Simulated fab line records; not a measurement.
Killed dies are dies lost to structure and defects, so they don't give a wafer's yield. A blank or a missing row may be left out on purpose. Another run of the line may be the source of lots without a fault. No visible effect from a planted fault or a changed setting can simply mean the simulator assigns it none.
Which of the tools did it? | flow sky130 | 6 lots with 18 wafers sampled at 2 steps, on a route of 708 steps

## WHAT THE GAUGES SHOWED, per wafer
SKY_PASSIVATION_THK_MEAS_03.
lot  | measured     | on            | PASSIVATION_CVD_02_THK (nm)
L904 | day 43 22:31 | film_metro-02 | 532 549 544
L906 | day 44 07:28 | film_metro-03 | 542 550 547
L908 | day 45 04:11 | film_metro-03 | 540 539 546
L917 | day 48 01:20 | film_metro-04 | 425 544 545
L919 | day 48 04:04 | film_metro-02 | 548 537 541
L923 | day 48 15:40 | film_metro-02 | 539 537 547

## WHICH TOOL RAN EACH LOT (tool, then ch and the chambers of the sampled wafers, then the start)
lot  | SKY_PASSIVATION_CVD_02
L904 | pecvd-04 ch 0,1,2, day 43 22:22
L906 | pecvd-03 ch 0,2, day 44 07:07
L908 | pecvd-01 ch 0,1,2, day 45 03:57
L917 | pecvd-04 ch 1,2, day 48 01:06
L919 | pecvd-03 ch 0,1,2, day 48 03:55
L923 | pecvd-03 ch 0,1,2, day 48 15:26
- SKY_PASSIVATION_CVD_02: deposits Si3N4, target thk 540 nm.

## THE ANSWER, worked out from the rows above alone
Rule: usual is defined by the lots themselves. Put in order of their means at a reading, lots are off if they are a third of the lots or fewer, leave a main group of 4 or more, and stand apart from it by a gap of 3 or more times the standard deviation of the main group's means; of several such gaps the widest counts. If all means in a main group match to the digits the tables above print for the reading, that group is not used. A lot without any number at a reading at which 4 lots or more have one is off too. All remaining lots with rows at the step are treated as sound.
Off: at SKY_PASSIVATION_THK_MEAS_03 (PASSIVATION_CVD_02_THK), L917. The main group: mean 543 nm, standard deviation 1.9.
If a tool, at a process step before that reading, ran all the lots that are off and no sound lot after the first of them, it fits. Those tools and the gauges at SKY_PASSIVATION_THK_MEAS_03 are tried in the same way. 2 tools fit, pecvd-04 at SKY_PASSIVATION_CVD_02 and film_metro-04 at SKY_PASSIVATION_THK_MEAS_03, so this cannot tell which one it is.

## WHAT THE SIMULATOR PUT IN
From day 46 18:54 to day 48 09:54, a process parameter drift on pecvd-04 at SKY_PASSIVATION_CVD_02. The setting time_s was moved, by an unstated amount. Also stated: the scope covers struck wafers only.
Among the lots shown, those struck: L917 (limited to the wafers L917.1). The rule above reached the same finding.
